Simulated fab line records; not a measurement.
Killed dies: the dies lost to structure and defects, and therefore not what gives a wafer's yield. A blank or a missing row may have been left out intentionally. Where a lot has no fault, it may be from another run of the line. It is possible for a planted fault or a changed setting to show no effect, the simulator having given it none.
Which tool was responsible? :: flow sky130 :: 12 lots (36 wafers sampled), 1 step of a 708-step route

WHAT THE GAUGES READ, wafer by wafer
SKY_VIA1_OVL_MEAS_13.
lot: L074
measured: day 34 05:46
on: overlay-01
VIA1_OVL (nm): 8 4 5

lot: L077
measured: day 34 23:37
on: overlay-01
VIA1_OVL (nm): 8 1 7

lot: L079
measured: day 36 07:02
on: overlay-01
VIA1_OVL (nm): -4 6 6

lot: L080
measured: day 36 09:10
on: overlay-01
VIA1_OVL (nm): -1 11 2

lot: L083
measured: day 36 23:19
on: overlay-01
VIA1_OVL (nm): -7 7 -9

lot: L085
measured: day 37 13:49
on: overlay-02
VIA1_OVL (nm): 7 1 -5

lot: L087
measured: day 38 09:07
on: overlay-01
VIA1_OVL (nm): 4 3 -6

lot: L089
measured: day 38 18:13
on: overlay-02
VIA1_OVL (nm): 5 1 9

lot: L091
measured: day 39 03:52
on: overlay-01
VIA1_OVL (nm): 0 2 3

lot: L094
measured: day 40 07:13
on: overlay-01
VIA1_OVL (nm): -1 -7 5

lot: L095
measured: day 40 10:59
on: overlay-01
VIA1_OVL (nm): -2 3 5

lot: L097
measured: day 40 23:05
on: overlay-02
VIA1_OVL (nm): -8 -7 -3

WHAT TOOL EACH LOT RAN ON (gives the tool, then ch and the chambers of the sampled wafers, and finally the start)
Record: no process step prior to these readings.

THE ANSWER, worked out from the rows above alone
Rule: the usual values come from the lots themselves. The widest of any qualifying gaps counts: lots, ordered by their means at a reading, are off when they make up no more than a third of the lots, leave a main group of 4 or more, and stand apart from it by 3 or more times the standard deviation of that group's means. If all means in a main group match to the digits the tables above print for the reading, that group is not used. Also off: a lot with no number at a reading for which 4 or more lots have one. All remaining lots with rows at the step are treated as sound.
Nothing can be told from this: no lot is off at any reading shown.

WHAT THE SIMULATOR HAD INSERTED
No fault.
